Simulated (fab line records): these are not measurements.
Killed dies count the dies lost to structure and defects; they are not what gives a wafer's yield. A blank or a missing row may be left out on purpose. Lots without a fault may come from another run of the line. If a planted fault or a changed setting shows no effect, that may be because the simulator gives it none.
Which of the tools did it? || flow gf180mcu || 36 wafers from 12 lots sampled at 3 of the route's 602 steps

WHAT EACH GAUGE READ, for each wafer
GF_PSD_RS_MEAS_15: the measuring method here is four-point-probe. Usual: PSD_RS typically reads 108.54 ohm/sq, with standard deviation 0.25.
{"lot": "L825", "measured": "day 15 22:10", "on": "film-metro-03", "PSD_RS (ohm/sq)": "108.94 108.77 108.48", "flag": ""}
{"lot": "L828", "measured": "day 17 02:08", "on": "film-metro-04", "PSD_RS (ohm/sq)": "108.84 108.69 108.87", "flag": ""}
{"lot": "L833", "measured": "day 18 20:46", "on": "film-metro-03", "PSD_RS (ohm/sq)": "111.69 111.36 111.49", "flag": "OFF"}
{"lot": "L834", "measured": "day 19 03:01", "on": "film-metro-04", "PSD_RS (ohm/sq)": "111.27 111.26 111.45", "flag": "OFF"}
{"lot": "L841", "measured": "day 21 10:51", "on": "film-metro-01", "PSD_RS (ohm/sq)": "108.46 108.42 108.13", "flag": ""}
{"lot": "L842", "measured": "day 21 23:23", "on": "film-metro-01", "PSD_RS (ohm/sq)": "108.51 108.71 108.49", "flag": ""}
{"lot": "L843", "measured": "day 22 01:42", "on": "film-metro-03", "PSD_RS (ohm/sq)": "108.91 109.02 108.21", "flag": ""}
{"lot": "L844", "measured": "day 22 06:55", "on": "film-metro-01", "PSD_RS (ohm/sq)": "108.42 108.63 108.12", "flag": ""}
{"lot": "L845", "measured": "day 22 15:41", "on": "film-metro-04", "PSD_RS (ohm/sq)": "108.76 108.37 109.18", "flag": ""}
{"lot": "L846", "measured": "day 23 00:53", "on": "film-metro-01", "PSD_RS (ohm/sq)": "109.06 108.84 108.64", "flag": ""}
{"lot": "L847", "measured": "day 23 08:56", "on": "film-metro-04", "PSD_RS (ohm/sq)": "108.18 108.28 108.42", "flag": ""}
{"lot": "L848", "measured": "day 23 14:36", "on": "film-metro-04", "PSD_RS (ohm/sq)": "109.01 108.57 108.30", "flag": ""}

WHAT TOOL EACH LOT RAN ON (gives the tool, then ch and the chambers of the sampled wafers, and finally the start)
{"lot": "L825", "GF_PSD_IMPLANT_09": "implanter-01 ch 0, day 15 21:36", "GF_PSD_STRIP_10": "plasma-asher-02 ch 0,1, day 15 21:43"}
{"lot": "L828", "GF_PSD_IMPLANT_09": "implanter-02 ch 0, day 17 01:34", "GF_PSD_STRIP_10": "plasma-asher-02 ch 1, day 17 01:43"}
{"lot": "L833", "GF_PSD_IMPLANT_09": "implanter-02 ch 0, day 18 20:11", "GF_PSD_STRIP_10": "plasma-asher-01 ch 1, day 18 20:19"}
{"lot": "L834", "GF_PSD_IMPLANT_09": "implanter-02 ch 0, day 19 02:27", "GF_PSD_STRIP_10": "plasma-asher-02 ch 0,1, day 19 02:36"}
{"lot": "L841", "GF_PSD_IMPLANT_09": "implanter-04 ch 0, day 21 10:17", "GF_PSD_STRIP_10": "plasma-asher-02 ch 0,1, day 21 10:26"}
{"lot": "L842", "GF_PSD_IMPLANT_09": "implanter-01 ch 0, day 21 22:49", "GF_PSD_STRIP_10": "plasma-asher-01 ch 0,1, day 21 22:58"}
{"lot": "L843", "GF_PSD_IMPLANT_09": "implanter-01 ch 0, day 22 01:09", "GF_PSD_STRIP_10": "plasma-asher-02 ch 0,1, day 22 01:15"}
{"lot": "L844", "GF_PSD_IMPLANT_09": "implanter-02 ch 0, day 22 06:21", "GF_PSD_STRIP_10": "plasma-asher-02 ch 0,1, day 22 06:30"}
{"lot": "L845", "GF_PSD_IMPLANT_09": "implanter-01 ch 0, day 22 15:07", "GF_PSD_STRIP_10": "plasma-asher-02 ch 0,1, day 22 15:16"}
{"lot": "L846", "GF_PSD_IMPLANT_09": "implanter-02 ch 0, day 23 00:19", "GF_PSD_STRIP_10": "plasma-asher-01 ch 0,1, day 23 00:28"}
{"lot": "L847", "GF_PSD_IMPLANT_09": "implanter-01 ch 0, day 23 08:22", "GF_PSD_STRIP_10": "plasma-asher-03 ch 0,1, day 23 08:31"}
{"lot": "L848", "GF_PSD_IMPLANT_09": "implanter-02 ch 0, day 23 14:02", "GF_PSD_STRIP_10": "plasma-asher-02 ch 0,1, day 23 14:11"}
- GF_PSD_IMPLANT_09
- GF_PSD_STRIP_10: strips in O2/N2.

AS READ BY THE TOOLS THEMSELVES (means over the sampled wafers that have a number; for cases with no such wafer, the mark the record gives instead)
GF_PSD_IMPLANT_09. Usual: dose-ions-cm2 1.5004e+15, standard deviation 1.6e+12; faraday-current-uA 8257, standard deviation 160.
{"lot": "L825", "tool": "implanter-01", "dose-ions-cm2": 1.5029e+15, "faraday-current-uA": 8399, "flag": ""}
{"lot": "L828", "tool": "implanter-02", "dose-ions-cm2": 1.5022e+15, "faraday-current-uA": 8189, "flag": ""}
{"lot": "L833", "tool": "implanter-02", "dose-ions-cm2": 1.3813e+15, "faraday-current-uA": 7525, "flag": "OFF"}
{"lot": "L834", "tool": "implanter-02", "dose-ions-cm2": 1.3821e+15, "faraday-current-uA": 7608, "flag": "OFF"}
{"lot": "L841", "tool": "implanter-04", "dose-ions-cm2": 1.5018e+15, "faraday-current-uA": 8364, "flag": ""}
{"lot": "L842", "tool": "implanter-01", "dose-ions-cm2": 1.4995e+15, "faraday-current-uA": 8201, "flag": ""}
{"lot": "L843", "tool": "implanter-01", "dose-ions-cm2": 1.5010e+15, "faraday-current-uA": 8179, "flag": ""}
{"lot": "L844", "tool": "implanter-02", "dose-ions-cm2": 1.4992e+15, "faraday-current-uA": 8274, "flag": ""}
{"lot": "L845", "tool": "implanter-01", "dose-ions-cm2": 1.4987e+15, "faraday-current-uA": 8373, "flag": ""}
{"lot": "L846", "tool": "implanter-02", "dose-ions-cm2": 1.5023e+15, "faraday-current-uA": 8361, "flag": ""}
{"lot": "L847", "tool": "implanter-01", "dose-ions-cm2": 1.5003e+15, "faraday-current-uA": 8347, "flag": ""}
{"lot": "L848", "tool": "implanter-02", "dose-ions-cm2": 1.4991e+15, "faraday-current-uA": 8200, "flag": ""}

GF_PSD_STRIP_10. Usual: drypump-motor-current-A 5.9 A, standard deviation 0.42; heater-power-w 330 W, standard deviation 42; oes-product-au 0.592 a.u., standard deviation 0.0045; strip-time-to-endpoint-s 16.54 s, standard deviation 0.043.
{"lot": "L825", "tool": "plasma-asher-02", "drypump-motor-current-A (A)": 6.1, "heater-power-w (W)": 364, "oes-product-au (a.u.)": 0.593, "strip-time-to-endpoint-s (s)": 16.51, "flag": ""}
{"lot": "L828", "tool": "plasma-asher-02", "drypump-motor-current-A (A)": 6.2, "heater-power-w (W)": 387, "oes-product-au (a.u.)": 0.594, "strip-time-to-endpoint-s (s)": 16.57, "flag": ""}
{"lot": "L833", "tool": "plasma-asher-01", "drypump-motor-current-A (A)": 5.7, "heater-power-w (W)": 278, "oes-product-au (a.u.)": 0.598, "strip-time-to-endpoint-s (s)": 16.20, "flag": "OFF"}
{"lot": "L834", "tool": "plasma-asher-02", "drypump-motor-current-A (A)": 6.1, "heater-power-w (W)": 364, "oes-product-au (a.u.)": 0.603, "strip-time-to-endpoint-s (s)": 16.28, "flag": "OFF"}
{"lot": "L841", "tool": "plasma-asher-02", "drypump-motor-current-A (A)": 6.1, "heater-power-w (W)": 364, "oes-product-au (a.u.)": 0.594, "strip-time-to-endpoint-s (s)": 16.54, "flag": ""}
{"lot": "L842", "tool": "plasma-asher-01", "drypump-motor-current-A (A)": 5.4, "heater-power-w (W)": 293, "oes-product-au (a.u.)": 0.586, "strip-time-to-endpoint-s (s)": 16.52, "flag": ""}
{"lot": "L843", "tool": "plasma-asher-02", "drypump-motor-current-A (A)": 6.1, "heater-power-w (W)": 362, "oes-product-au (a.u.)": 0.594, "strip-time-to-endpoint-s (s)": 16.54, "flag": ""}
{"lot": "L844", "tool": "plasma-asher-02", "drypump-motor-current-A (A)": 6.1, "heater-power-w (W)": 365, "oes-product-au (a.u.)": 0.593, "strip-time-to-endpoint-s (s)": 16.54, "flag": ""}
{"lot": "L845", "tool": "plasma-asher-02", "drypump-motor-current-A (A)": 6.1, "heater-power-w (W)": 362, "oes-product-au (a.u.)": 0.594, "strip-time-to-endpoint-s (s)": 16.50, "flag": ""}
{"lot": "L846", "tool": "plasma-asher-01", "drypump-motor-current-A (A)": 5.4, "heater-power-w (W)": 295, "oes-product-au (a.u.)": 0.589, "strip-time-to-endpoint-s (s)": 16.57, "flag": ""}
{"lot": "L847", "tool": "plasma-asher-03", "drypump-motor-current-A (A)": 6.1, "heater-power-w (W)": 299, "oes-product-au (a.u.)": 0.590, "strip-time-to-endpoint-s (s)": 16.61, "flag": ""}
{"lot": "L848", "tool": "plasma-asher-02", "drypump-motor-current-A (A)": 6.1, "heater-power-w (W)": 364, "oes-product-au (a.u.)": 0.592, "strip-time-to-endpoint-s (s)": 16.63, "flag": ""}

THE ANSWER, worked out from the rows above alone
Rule: a lot is off if the mean of its wafers that have a number lies more than 3 standard deviations from the usual mean. Also off: a lot with no number at a reading for which 4 or more lots have one. All remaining lots with rows at the step are treated as sound. After the gauges, taken in route order, come the tools' own readings; for these a lot's mean is taken, as printed above. The first step at which some lot is off is used, and at that step the reading that is off furthest; a lot without a number counts as furthest.
Off: at GF_PSD_RS_MEAS_15 (PSD_RS), L833, L834.
If a tool, at a process step before that reading, ran all the lots that are off and no sound lot after the first of them, it fits. The gauges at GF_PSD_RS_MEAS_15 aren't tried: what is off there is off at GF_PSD_IMPLANT_09 too, on other tools, and a gauge's error can't cause that. None of those tried fits.

WHAT WAS PUT IN BY THE SIMULATOR
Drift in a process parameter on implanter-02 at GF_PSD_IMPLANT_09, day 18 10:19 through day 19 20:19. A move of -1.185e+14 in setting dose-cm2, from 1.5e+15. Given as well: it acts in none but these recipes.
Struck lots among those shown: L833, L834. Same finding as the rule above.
